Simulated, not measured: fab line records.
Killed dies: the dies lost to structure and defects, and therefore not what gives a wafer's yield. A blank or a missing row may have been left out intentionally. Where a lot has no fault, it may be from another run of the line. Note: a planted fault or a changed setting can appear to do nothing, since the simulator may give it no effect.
fab line records -- flow gf180mcu
[record] lots = 14, wafers = 42, lastDay = 34
route steps=602 shown DNWELL@40 LVPWELL@61 MVPSD@89 VT_IMPLANT@135 MVSD@136 NWELL@137
lots that met no fault: taken from a fault-free run of the same line
startH: hours from the record's first day to the start of the lot's first wafer shown -- waitH: hours since the lot's step before -- " the same as in the row above -- L1.1+2: several wafers, shown together as one row -- - either no value or no given start -- * or withheld: withheld -- < > ~ a bound
route shown NAME@n: NAME is a module with steps in the file, n the number in the route of the first one -- usual: the fault-free wafers' mean and standard deviation -- same: alike in all rows -- chamber/n: place in a boat -- sites: per-site readings -- _std_site: the values' standard deviation -- _edge_site: outer sites' mean less inner sites' -- radiusMm: how far each site lies from the wafer's centre -- mask NAME#n: copy n -- behind: the most recent tool/chamber to have shaped the wafer -- hold: cause of the lot's hold/its duration in hours/its outcome -- device: whichever transistor did not switch (one of n, p or np) -- end of line: the tests these same wafers got at the end of their route -- where a step has no rows: the recipe by itself -- killed: dies that structure and defects cost at the first sort, which is not the same as the wafer's yield -- map: a wafer's dies, marking killed ones x, the rest . and places with no die _
set.NAME: setting as actually run; set.NAME@STEP: the setting as run at that earlier step -- model.NAME: the simulator's own value behind a step, which no gauge read
the route's steps for a sample of lots (tables are steps, rows are wafers)
services: when a tool's chamber went out of use (startH, in hours from the record's first day, below 0 if earlier), for how many hours, and the reason
[[steps]]
[step GF_DNWELL_STRIP_08]
[recipe] chemistry = O2/N2, powerW = 1400, pressureMtorr = 1500, platenTempC = 250, o2FlowSccm = 3000, n2FlowSccm = 300, overashFraction = 0.5
[usual] drypumpMotorCurrentA = 5.9/0.3, heaterPowerW = 340/31, o2FlowSccm = 3000/8.6, oesProductAu = 0.722/0.0042, stripTimeToEndpointS = 36.90/0.12
lot.wafer,tool,chamber,startH,waitH,drypumpMotorCurrentA,heaterPowerW,o2FlowSccm,oesProductAu,rfHoursCounterH,stripTimeToEndpointS
L506.3,plasmaAsher-03,1,48.54,0.1,6.4,386,3012,0.726,-,36.69
L506.4,plasmaAsher-03,0,48.54,0.1,5.8,326,2999,0.721,-,36.64
L506.6,plasmaAsher-03,1,48.54,0.1,6.3,382,3016,0.725,-,36.64
L507.1,plasmaAsher-01,0,54.31,0.1,5.8,297,2985,0.724,39,36.83
L507.2,plasmaAsher-01,1,54.31,0.1,5.3,369,3003,0.714,39,36.80
L507.4,plasmaAsher-01,1,54.31,0.1,5.3,365,2998,0.728,-,36.75
L508.1,plasmaAsher-03,0,58.35,0.1,5.8,332,3010,0.727,40,36.89
L508.5,plasmaAsher-03,1,58.35,0.1,6.3,393,2992,0.721,-,36.90
L508.6,plasmaAsher-03,0,58.35,0.1,5.8,338,3015,0.727,-,36.87
L511.3,plasmaAsher-01,0,73.88,0.1,5.9,296,3001,0.720,-,36.86
L511.4,plasmaAsher-01,1,73.88,0.1,5.4,370,3003,0.726,-,36.99
L511.5,plasmaAsher-01,1,73.88,0.1,5.4,371,2986,0.718,-,36.94
L512.1,plasmaAsher-04,0,80.67,0.1,5.8,349,2999,0.725,43,36.93
L512.3,plasmaAsher-04,1,80.67,0.1,6.2,315,2986,0.720,-,36.84
L512.5,plasmaAsher-04,0,80.67,0.1,5.8,357,3004,0.715,-,36.95
L516.2,plasmaAsher-03,0,100.16,0.1,5.8,324,3003,0.723,45,36.85
L516.4,plasmaAsher-03,0,100.16,0.1,5.8,329,3001,0.730,-,36.82
L516.5,plasmaAsher-03,1,100.16,0.1,6.4,374,2999,0.723,-,36.80
L518.1,plasmaAsher-04,1,110.70,0.1,6.2,308,2996,0.722,47,37.04
L518.3,plasmaAsher-04,1,110.70,0.1,6.2,308,2998,0.716,-,36.91
L518.5,plasmaAsher-04,1,110.70,0.1,6.2,304,2999,0.722,-,37.11
L520.4,plasmaAsher-04,0,123.39,0.1,5.8,343,3005,0.724,-,36.88
L520.5,plasmaAsher-04,1,123.39,0.1,6.2,312,3004,0.724,-,36.86
L520.6,plasmaAsher-04,0,123.39,0.1,5.8,355,3009,0.724,-,36.66
L521.3,plasmaAsher-01,0,128.41,0.1,5.9,294,3006,0.728,-,36.94
L521.4,plasmaAsher-01,1,128.41,0.1,5.4,371,3004,0.724,-,36.82
L521.6,plasmaAsher-01,0,128.41,0.1,5.8,302,2992,0.718,-,36.91
L523.1,plasmaAsher-03,1,140.80,0.1,6.4,381,3007,0.724,2,37.02
L523.3,plasmaAsher-03,1,140.80,0.1,6.3,383,3000,0.724,-,37.03
L523.5,plasmaAsher-03,0,140.80,0.1,5.8,338,2995,0.728,-,37.04
L524.2,plasmaAsher-03,1,144.85,0.1,6.3,382,2996,0.719,3,36.98
L524.3,plasmaAsher-03,0,144.85,0.1,5.8,336,3011,0.716,-,36.98
L524.5,plasmaAsher-03,0,144.85,0.1,5.8,336,3008,0.728,-,36.98
L525.2,plasmaAsher-01,0,149.41,0.1,5.8,289,2998,0.716,48,36.85
L525.4,plasmaAsher-01,0,149.41,0.1,5.9,293,2991,0.728,-,36.95
L525.5,plasmaAsher-01,1,149.41,0.1,5.4,368,3009,0.721,-,36.96
L527.3,plasmaAsher-04,0,159.43,0.1,5.9,346,3005,0.722,-,37.00
L527.4,plasmaAsher-04,1,159.43,0.1,6.2,316,2999,0.720,-,36.99
L527.5,plasmaAsher-04,1,159.43,0.1,6.2,306,3001,0.717,-,36.89
L528.2,plasmaAsher-03,0,164.01,0.1,5.7,338,3005,0.720,5,37.02
L528.3,plasmaAsher-03,1,164.01,0.1,6.3,386,3015,0.730,-,36.95
L528.4,plasmaAsher-03,0,164.01,0.1,5.7,334,2996,0.720,-,36.91
[step GF_LVPWELL_OVL_MEAS_07]
[usual] LVPWELL_OVL = -0.6/1.4
lot.wafer,tool,chamber,startH,waitH,LVPWELL_OVL[nm]
L506.3,overlay-01,-,75.05,-,1.2
L506.4,overlay-01,-,75.05,-,1.4
L506.6,overlay-01,-,75.05,-,0.5
L507.1,overlay-01,-,81.50,-,1.1
L507.2,overlay-01,-,81.50,-,1.0
L507.4,overlay-01,-,81.50,-,1.0
L508.1,overlay-01,-,85.09,-,1.2
L508.5,overlay-01,-,85.09,-,-0.4
L508.6,overlay-01,-,85.09,-,-0.2
L511.3,overlay-02,-,101.85,-,-2.7
L511.4,overlay-02,-,101.85,-,-1.5
L511.5,overlay-02,-,101.85,-,-2.5
L512.1,overlay-01,-,108.34,-,-0.9
L512.3,overlay-01,-,108.34,-,-1.7
L512.5,overlay-01,-,108.34,-,-0.3
L516.2,overlay-01,-,130.09,-,-0.9
L516.4,overlay-01,-,130.09,-,2.1
L516.5,overlay-01,-,130.09,-,-0.9
L518.1,overlay-02,-,141.52,-,1.7
L518.3,overlay-02,-,141.52,-,1.4
L518.5,overlay-02,-,141.52,-,1.6
L520.4,overlay-02,-,154.09,-,-2.0
L520.5,overlay-02,-,154.09,-,-2.5
L520.6,overlay-02,-,154.09,-,-3.3
L521.3,overlay-01,-,159.25,-,-0.1
L521.4,overlay-01,-,159.25,-,0.5
L521.6,overlay-01,-,159.25,-,1.4
L523.1,overlay-02,-,172.52,-,-3.5
L523.3,overlay-02,-,172.52,-,-3.0
L523.5,overlay-02,-,172.52,-,-4.0
L524.2,overlay-02,-,178.18,-,0.4
L524.3,overlay-02,-,178.18,-,0.4
L524.5,overlay-02,-,178.18,-,1.0
L525.2,overlay-02,-,181.90,-,-1.3
L525.4,overlay-02,-,181.90,-,-0.1
L525.5,overlay-02,-,181.90,-,1.2
L527.3,overlay-01,-,193.09,-,-0.9
L527.4,overlay-01,-,193.09,-,1.9
L527.5,overlay-01,-,193.09,-,-0.6
L528.2,overlay-02,-,198.03,-,1.4
L528.3,overlay-02,-,198.03,-,0.0
L528.4,overlay-02,-,198.03,-,1.2
[step GF_MVPSD_TW_MEAS_11]
[usual] MVPSD_TW = 552/4.3
lot.wafer,tool,chamber,startH,waitH,MVPSD_TW
L506.3,filmMetro-03,-,104.66,0.1,552
L506.4,filmMetro-03,-,104.66,0.1,554
L506.6,filmMetro-03,-,104.66,0.1,553
L507.1,filmMetro-01,-,110.71,0.1,553
L507.2,filmMetro-01,-,110.71,0.1,552
L507.4,filmMetro-01,-,110.71,0.1,554
L508.1,filmMetro-01,-,114.34,0.1,551
L508.5,filmMetro-01,-,114.34,0.1,551
L508.6,filmMetro-01,-,114.34,0.1,551
L511.3,filmMetro-04,-,135.07,0.1,547
L511.4,filmMetro-04,-,135.07,0.1,553
L511.5,filmMetro-04,-,135.07,0.1,550
L512.1,filmMetro-01,-,139.29,0.1,550
L512.3,filmMetro-01,-,139.29,0.1,551
L512.5,filmMetro-01,-,139.29,0.1,551
L516.2,filmMetro-03,-,162.00,0.1,556
L516.4,filmMetro-03,-,162.00,0.1,558
L516.5,filmMetro-03,-,162.00,0.1,556
L518.1,filmMetro-04,-,174.49,0.1,546
L518.3,filmMetro-04,-,174.49,0.1,547
L518.5,filmMetro-04,-,174.49,0.1,551
L520.4,filmMetro-01,-,187.96,0.1,553
L520.5,filmMetro-01,-,187.96,0.1,555
L520.6,filmMetro-01,-,187.96,0.1,555
L521.3,filmMetro-04,-,192.58,0.1,546
L521.4,filmMetro-04,-,192.58,0.1,546
L521.6,filmMetro-04,-,192.58,0.1,548
L523.1,filmMetro-01,-,207.93,0.1,555
L523.3,filmMetro-01,-,207.93,0.1,556
L523.5,filmMetro-01,-,207.93,0.1,556
L524.2,filmMetro-04,-,213.27,0.1,549
L524.3,filmMetro-04,-,213.27,0.1,547
L524.5,filmMetro-04,-,213.27,0.1,544
L525.2,filmMetro-04,-,217.62,0.1,547
L525.4,filmMetro-04,-,217.62,0.1,543
L525.5,filmMetro-04,-,217.62,0.1,551
L527.3,filmMetro-01,-,229.56,0.1,558
L527.4,filmMetro-01,-,229.56,0.1,554
L527.5,filmMetro-01,-,229.56,0.1,558
L528.2,filmMetro-01,-,234.72,0.1,558
L528.3,filmMetro-01,-,234.72,0.1,556
L528.4,filmMetro-01,-,234.72,0.1,557
[step GF_VT_IMPLANT_RTA_45]
[recipe] tempC = 1050, timeS = 30, ambient = N2
[usual] annealTempCMax = 1053.9/0.72, chamberO2Ppm = 2.000/0.022, lampPowerPct = 37/3.7, wafer_temp_C_max = 1056.5/1.8
lot.wafer,tool,chamber,startH,waitH,annealTempCMax,chamberO2Ppm,lampPowerPct,wafer_temp_C_max
L506.3,rtpAnneal-01,0,165.61,0.0,1053.4,1.987,40,1054.9
L506.4,rtpAnneal-01,0,165.61,0.0,1052.5,2.018,40,1054.0
L506.6,rtpAnneal-01,0,165.61,0.0,1053.2,2.007,40,1057.2
L507.1,rtpAnneal-01,0,172.27,0.0,1054.7,2.045,40,1053.8
L507.2,rtpAnneal-01,0,172.27,0.0,1054.5,2.003,40,1057.6
L507.4,rtpAnneal-01,0,172.27,0.0,1053.2,2.016,40,1057.5
L508.1,rtpAnneal-01,0,177.10,0.0,1053.6,1.950,40,1059.1
L508.5,rtpAnneal-01,0,177.10,0.0,1053.2,1.974,40,1056.0
L508.6,rtpAnneal-01,0,177.10,0.0,1053.1,1.934,40,1055.6
L511.3,rtpAnneal-01,-,199.50,0.0,-,-,-,-
L511.4,rtpAnneal-01,-,199.50,0.0,-,-,-,-
L511.5,rtpAnneal-01,-,199.50,0.0,-,-,-,-
L512.1,rtpAnneal-02,-,205.22,0.0,-,-,-,-
L512.3,rtpAnneal-02,-,205.22,0.0,-,-,-,-
L512.5,rtpAnneal-02,-,205.22,0.0,-,-,-,-
L516.2,rtpAnneal-02,0,231.20,0.0,1053.2,2.005,32,1059.2
L516.4,rtpAnneal-02,0,231.20,0.0,1054.9,2.023,32,1057.9
L516.5,rtpAnneal-02,0,231.20,0.0,1055.3,1.984,32,1058.5
L518.1,rtpAnneal-02,0,245.70,0.0,1053.6,2.019,32,1056.0
L518.3,rtpAnneal-02,0,245.70,0.0,1054.4,2.000,32,1058.1
L518.5,rtpAnneal-02,0,245.70,0.0,1054.5,2.002,32,1057.7
L520.4,rtpAnneal-02,0,261.23,0.1,1054.6,2.024,32,1057.2
L520.5,rtpAnneal-02,0,261.23,0.1,1053.2,2.006,32,1057.5
L520.6,rtpAnneal-02,0,261.23,0.1,1053.7,2.004,32,1060.2
L521.3,rtpAnneal-01,0,265.76,0.0,1054.1,2.000,40,1056.1
L521.4,rtpAnneal-01,0,265.76,0.0,1053.6,1.981,40,1054.4
L521.6,rtpAnneal-01,0,265.76,0.0,1053.6,1.990,40,1054.9
L523.1,rtpAnneal-01,0,282.63,0.0,1053.8,2.033,40,1054.3
L523.3,rtpAnneal-01,0,282.63,0.0,1054.4,1.989,40,1055.1
L523.5,rtpAnneal-01,0,282.63,0.0,1054.5,2.008,40,1058.5
L524.2,rtpAnneal-01,0,289.85,0.0,1053.5,1.997,40,1054.6
L524.3,rtpAnneal-01,0,289.85,0.0,1054.2,1.975,40,1056.7
L524.5,rtpAnneal-01,0,289.85,0.0,1053.9,1.992,40,1055.7
L525.2,rtpAnneal-01,0,293.92,0.0,1054.1,1.969,40,1054.1
L525.4,rtpAnneal-01,0,293.92,0.0,1054.5,1.995,40,1056.2
L525.5,rtpAnneal-01,0,293.92,0.0,1054.1,1.965,40,1055.0
L527.3,rtpAnneal-01,0,307.02,0.0,1053.4,1.995,40,1053.6
L527.4,rtpAnneal-01,0,307.02,0.0,1053.7,2.013,40,1054.1
L527.5,rtpAnneal-01,0,307.02,0.0,1055.7,2.048,40,1055.4
L528.2,rtpAnneal-01,0,311.78,0.0,1053.7,1.999,40,1056.0
L528.3,rtpAnneal-01,0,311.78,0.0,1053.0,2.005,40,1057.1
L528.4,rtpAnneal-01,0,311.78,0.0,1054.7,1.985,40,1056.0
[step GF_VT_IMPLANT_RS_MEAS_46]
[recipe] thkMeasGauge = four-point-probe
[usual] MVSD_RS = 456.8/1.3
lot.wafer,tool,chamber,startH,waitH,MVSD_RS[ohm/sq]
L506.3,filmMetro-01,-,165.71,0.1,455.9
L506.4,filmMetro-01,-,165.71,0.1,457.3
L506.6,filmMetro-01,-,165.71,0.1,456.0
L507.1,filmMetro-03,-,172.37,0.1,457.9
L507.2,filmMetro-03,-,172.37,0.1,457.0
L507.4,filmMetro-03,-,172.37,0.1,457.5
L508.1,filmMetro-01,-,177.20,0.1,456.3
L508.5,filmMetro-01,-,177.20,0.1,456.8
L508.6,filmMetro-01,-,177.20,0.1,456.6
L511.3,filmMetro-01,-,199.61,0.1,132.8
L511.4,filmMetro-01,-,199.61,0.1,132.8
L511.5,filmMetro-01,-,199.61,0.1,132.8
L512.1,filmMetro-04,-,205.32,0.1,133.2
L512.3,filmMetro-04,-,205.32,0.1,133.2
L512.5,filmMetro-04,-,205.32,0.1,133.5
L516.2,filmMetro-04,-,231.30,0.1,457.9
L516.4,filmMetro-04,-,231.30,0.1,457.1
L516.5,filmMetro-04,-,231.30,0.1,457.1
L518.1,filmMetro-04,-,245.80,0.1,456.9
L518.3,filmMetro-04,-,245.80,0.1,457.3
L518.5,filmMetro-04,-,245.80,0.1,457.7
L520.4,filmMetro-03,-,261.34,0.1,455.8
L520.5,filmMetro-03,-,261.34,0.1,454.0
L520.6,filmMetro-03,-,261.34,0.1,455.0
L521.3,filmMetro-01,-,265.87,0.1,457.5
L521.4,filmMetro-01,-,265.87,0.1,457.0
L521.6,filmMetro-01,-,265.87,0.1,457.0
L523.1,filmMetro-01,-,282.73,0.1,456.1
L523.3,filmMetro-01,-,282.73,0.1,457.5
L523.5,filmMetro-01,-,282.73,0.1,457.2
L524.2,filmMetro-03,-,289.96,0.1,454.1
L524.3,filmMetro-03,-,289.96,0.1,455.7
L524.5,filmMetro-03,-,289.96,0.1,457.0
L525.2,filmMetro-01,-,294.02,0.1,458.3
L525.4,filmMetro-01,-,294.02,0.1,458.7
L525.5,filmMetro-01,-,294.02,0.1,458.2
L527.3,filmMetro-04,-,307.13,0.1,457.2
L527.4,filmMetro-04,-,307.13,0.1,458.3
L527.5,filmMetro-04,-,307.13,0.1,459.3
L528.2,filmMetro-01,-,311.89,0.1,456.9
L528.3,filmMetro-01,-,311.89,0.1,457.7
L528.4,filmMetro-01,-,311.89,0.1,458.0
[step GF_VT_IMPLANT_RS_MEAS_47]
[recipe] thkMeasGauge = four-point-probe
[usual] NWELL_RS = 488.2/1.4
lot.wafer,tool,chamber,startH,waitH,NWELL_RS[ohm/sq]
L506.3,filmMetro-01,-,165.83,0.1,486.1
L506.4,filmMetro-01,-,165.83,0.1,485.4
L506.6,filmMetro-01,-,165.83,0.1,485.6
L507.1,filmMetro-03,-,172.49,0.1,487.1
L507.2,filmMetro-03,-,172.49,0.1,487.0
L507.4,filmMetro-03,-,172.49,0.1,485.8
L508.1,filmMetro-01,-,177.32,0.1,488.1
L508.5,filmMetro-01,-,177.32,0.1,488.0
L508.6,filmMetro-01,-,177.32,0.1,487.9
L511.3,filmMetro-01,-,199.73,0.1,133.0
L511.4,filmMetro-01,-,199.73,0.1,133.1
L511.5,filmMetro-01,-,199.73,0.1,133.0
L512.1,filmMetro-04,-,205.44,0.1,133.0
L512.3,filmMetro-04,-,205.44,0.1,133.2
L512.5,filmMetro-04,-,205.44,0.1,133.2
L516.2,filmMetro-04,-,231.42,0.1,489.2
L516.4,filmMetro-04,-,231.42,0.1,490.0
L516.5,filmMetro-04,-,231.42,0.1,491.5
L518.1,filmMetro-04,-,245.92,0.1,490.7
L518.3,filmMetro-04,-,245.92,0.1,489.4
L518.5,filmMetro-04,-,245.92,0.1,489.5
L520.4,filmMetro-03,-,261.46,0.1,487.4
L520.5,filmMetro-03,-,261.46,0.1,487.1
L520.6,filmMetro-03,-,261.46,0.1,487.4
L521.3,filmMetro-01,-,265.99,0.1,490.1
L521.4,filmMetro-01,-,265.99,0.1,489.9
L521.6,filmMetro-01,-,265.99,0.1,490.2
L523.1,filmMetro-01,-,282.85,0.1,489.2
L523.3,filmMetro-01,-,282.85,0.1,486.7
L523.5,filmMetro-01,-,282.85,0.1,488.2
L524.2,filmMetro-03,-,290.08,0.1,486.5
L524.3,filmMetro-03,-,290.08,0.1,487.6
L524.5,filmMetro-03,-,290.08,0.1,488.6
L525.2,filmMetro-01,-,294.14,0.1,488.3
L525.4,filmMetro-01,-,294.14,0.1,488.0
L525.5,filmMetro-01,-,294.14,0.1,487.2
L527.3,filmMetro-04,-,307.25,0.1,488.7
L527.4,filmMetro-04,-,307.25,0.1,489.7
L527.5,filmMetro-04,-,307.25,0.1,489.2
L528.2,filmMetro-01,-,312.01,0.1,488.1
L528.3,filmMetro-01,-,312.01,0.1,486.5
L528.4,filmMetro-01,-,312.01,0.1,488.9
[step GF_VT_IMPLANT_RS_MEAS_48]
[recipe] thkMeasGauge = four-point-probe
[usual] LVPWELL_RS = 1198/3.6
lot.wafer,tool,chamber,startH,waitH,LVPWELL_RS[ohm/sq]
L506.3,filmMetro-01,-,165.95,0.1,1193
L506.4,filmMetro-01,-,165.95,0.1,1195
L506.6,filmMetro-01,-,165.95,0.1,1197
L507.1,filmMetro-03,-,172.61,0.1,1189
L507.2,filmMetro-03,-,172.61,0.1,1193
L507.4,filmMetro-03,-,172.61,0.1,1191
L508.1,filmMetro-01,-,177.44,0.1,1195
L508.5,filmMetro-01,-,177.44,0.1,1197
L508.6,filmMetro-01,-,177.44,0.1,1196
L511.3,filmMetro-01,-,199.85,0.1,133
L511.4,filmMetro-01,-,199.85,0.1,133
L511.5,filmMetro-01,-,199.85,0.1,133
L512.1,filmMetro-04,-,205.56,0.1,133
L512.3,filmMetro-04,-,205.56,0.1,133
L512.5,filmMetro-04,-,205.56,0.1,133
L516.2,filmMetro-04,-,231.54,0.1,1202
L516.4,filmMetro-04,-,231.54,0.1,1198
L516.5,filmMetro-04,-,231.54,0.1,1199
L518.1,filmMetro-04,-,246.04,0.1,1199
L518.3,filmMetro-04,-,246.04,0.1,1200
L518.5,filmMetro-04,-,246.04,0.1,1201
L520.4,filmMetro-03,-,261.58,0.1,1193
L520.5,filmMetro-03,-,261.58,0.1,1196
L520.6,filmMetro-03,-,261.58,0.1,1196
L521.3,filmMetro-01,-,266.11,0.1,1194
L521.4,filmMetro-01,-,266.11,0.1,1196
L521.6,filmMetro-01,-,266.11,0.1,1195
L523.1,filmMetro-01,-,282.97,0.1,1199
L523.3,filmMetro-01,-,282.97,0.1,1197
L523.5,filmMetro-01,-,282.97,0.1,1193
L524.2,filmMetro-03,-,290.20,0.1,1190
L524.3,filmMetro-03,-,290.20,0.1,1195
L524.5,filmMetro-03,-,290.20,0.1,1195
L525.2,filmMetro-01,-,294.26,0.1,1197
L525.4,filmMetro-01,-,294.26,0.1,1197
L525.5,filmMetro-01,-,294.26,0.1,1197
L527.3,filmMetro-04,-,307.37,0.1,1204
L527.4,filmMetro-04,-,307.37,0.1,1202
L527.5,filmMetro-04,-,307.37,0.1,1205
L528.2,filmMetro-01,-,312.13,0.1,1196
L528.3,filmMetro-01,-,312.13,0.1,1196
L528.4,filmMetro-01,-,312.13,0.1,1201
[[services]]
tool,chamber,startH,hours,kind
plasmaAsher-01,-,68.76,0.7,repair
plasmaAsher-01,-,92.01,5.3,repair
plasmaAsher-03,-,108.77,9.0,pm
plasmaAsher-03,0,108.77,9.0,ventCycle
plasmaAsher-03,1,108.77,9.0,ventCycle
plasmaAsher-03,0,117.77,-,clean
plasmaAsher-03,1,117.77,-,clean
rtpAnneal-02,-,141.22,3.3,pm
plasmaAsher-04,-,175.62,7.5,repair
plasmaAsher-01,-,189.27,4.0,repair
plasmaAsher-03,-,240.12,0.8,repair
plasmaAsher-03,-,268.58,0.4,repair
plasmaAsher-01,-,282.28,2.1,repair
[[key]]
[firstSign] step = GF_VT_IMPLANT_RTA_45, reading = toolRecord, direction = missing
[effect] step = GF_VT_IMPLANT_RS_MEAS_46, reading = MVSD_RS, direction = down, sigmas = 99+, usual = 456.8, struck = 133.0
[effect] step = GF_VT_IMPLANT_RS_MEAS_47, reading = NWELL_RS, direction = down, sigmas = 99+, usual = 488.2, struck = 133.1
[effect] step = GF_VT_IMPLANT_RS_MEAS_48, reading = LVPWELL_RS, direction = down, sigmas = 99+, usual = 1198, struck = 133
metAt GF_VT_IMPLANT_RTA_45
struckLots L511,L512
laterRowsLeftOut L511.3,L511.4,L511.5,L512.1,L512.3,L512.5
sortLeftOut L511.3,L511.4,L511.5,L512.1,L512.3,L512.5
testerLeftOut L511,L512
notActingAt GF_DNWELL_STRIP_08,GF_LVPWELL_OVL_MEAS_07,GF_MVPSD_TW_MEAS_11
onsetBetween 177.10 199.50
[fault] kind = skippedStepWhole, tool = rtpAnneal-01,rtpAnneal-02, chamber = -, onsetH = 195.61, steps = GF_VT_IMPLANT_RTA_45, scope = struckLotsOnly
// testerLeftOut: of these lots the tester's yield and bins aren't shown, on N5 and GAA mostly nor the transistor test; their killed dies are dies lost to structure and defects alone, not to doping, threshold or leakage, so they don't give the yield
// sortLeftOut: the simulated sort isn't trusted on such a fault, so these wafers' sort isn't shown, and their yield isn't known
// laterRowsLeftOut: the simulator's readings of these wafers behind a module that went badly wrong aren't trusted and aren't shown, but for the sort
